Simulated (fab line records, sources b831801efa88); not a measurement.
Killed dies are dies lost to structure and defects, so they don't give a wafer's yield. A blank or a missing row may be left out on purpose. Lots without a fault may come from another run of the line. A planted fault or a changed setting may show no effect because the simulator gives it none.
A struck lot beside a sound one | flow sky130 | 16 steps out of a route of 708
Sound: wafers L310.1, L310.4, L310.5. Struck: wafers L300.1, L300.6. The cause comes at the end.
At each step with rows: each side's tool, then ch and its chambers, then its first start. Under that, the readings that differ: sound wafers | struck wafers | difference of the means | sigmas: that difference in standard deviations of wafers without a fault.
alike: readings whose means differ by less than 2 such deviations, and words and numbers that are the same on both sides. not compared: withheld readings, readings that some wafer has no value for, bounds like >300 that may hide the same value, and numbers for which the record gives no deviation and whose values overlap.
The two part at a step that has a row with sigmas, a row that says differs or no value, or rows on one side only. Numbers that don't overlap but have no deviation are shown without sigmas and don't part them. A reading that every wafer of one side lacks parts them only if that side has two wafers or more.

SKY_NWELL_RS_MEAS_29: measures by four-point-probe.
  sound on film_metro-03, day 9 11:16; struck on film_metro-04, day 6 21:28
  alike: NWELL_RS
SKY_NWELL_RS_MEAS_31: measures by four-point-probe.
  sound on film_metro-03, day 9 11:31; struck on film_metro-04, day 6 21:43
  alike: PWDE_RS
then, 7 steps without rows for these wafers: SKY_VT_ADJUST_HVTP_DEHYDRATE_00 (time 60 s); SKY_VT_ADJUST_HVTP_HMDS_01 (prime time 60 s); SKY_VT_ADJUST_HVTP_COAT_02 (resist thk 1140 nm); SKY_VT_ADJUST_HVTP_SOFTBAKE_03 (time 60 s); SKY_VT_ADJUST_HVTP_EXPOSE_04 (exposes mask HVTPM, target cd 380 nm); SKY_VT_ADJUST_HVTP_PEB_05; SKY_VT_ADJUST_HVTP_DEVELOP_06 (develop time 60 s).
SKY_VT_ADJUST_HVTP_CD_MEAS_07: target cd 380 nm.
  sound on cd_sem-01, day 10 09:40; struck on cd_sem-02, day 7 16:31
  alike: cd_nm
SKY_VT_ADJUST_HVTP_OVL_MEAS_08:
  sound on overlay-01, day 10 09:47; struck on overlay-02, day 7 16:38
  alike: VT_ADJUST_HVTP_OVL
SKY_VT_ADJUST_HVTP_IMPLANT_09:
  sound on implanter-04 ch 0, day 10 09:49; struck on implanter-01 ch 0, day 7 16:40
  reading            | sound           | struck      | difference | sigmas
  beam_on_s (s)      | 10.10 9.61 9.90 | 10.97 11.44 | +1.34      | +7
  faraday_current_uA | 23.9 25.2 24.6  | 22.2 21.3   | -2.8       | -6
SKY_VT_ADJUST_HVTP_STRIP_10: strips in O2/N2.
  sound on plasma_asher-04 ch 0,1, day 10 09:58; struck on plasma_asher-01 ch 0, day 7 16:49
  alike: drypump_motor_current_A, oes_product_au, strip_time_to_endpoint_s
  not compared: rf_hours_counter_h
SKY_VT_ADJUST_HVTP_TW_MEAS_11:
  sound on film_metro-01, day 10 10:04; struck on film_metro-03, day 7 16:55
  reading           | sound          | struck    | difference | sigmas
  VT_ADJUST_HVTP_TW | 1343 1355 1342 | 1401 1401 | +54        | +6
then, 1 step without rows for these wafers: SKY_VT_ADJUST_LVTN_DEHYDRATE_00 (time 60 s).
SKY_PAD_OPEN_PROBE_99:
  the record has rows for the sound wafers here (prober-01, day 49 15:12) and none for the struck ones

WHERE THEY PART
First at SKY_VT_ADJUST_HVTP_IMPLANT_09; last, within this record, at SKY_PAD_OPEN_PROBE_99.

WHY: what the simulator had put in
Process parameter drift: implanter-01, from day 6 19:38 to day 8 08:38, at SKY_VT_ADJUST_HVTP_IMPLANT_09. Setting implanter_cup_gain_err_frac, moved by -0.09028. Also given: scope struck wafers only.
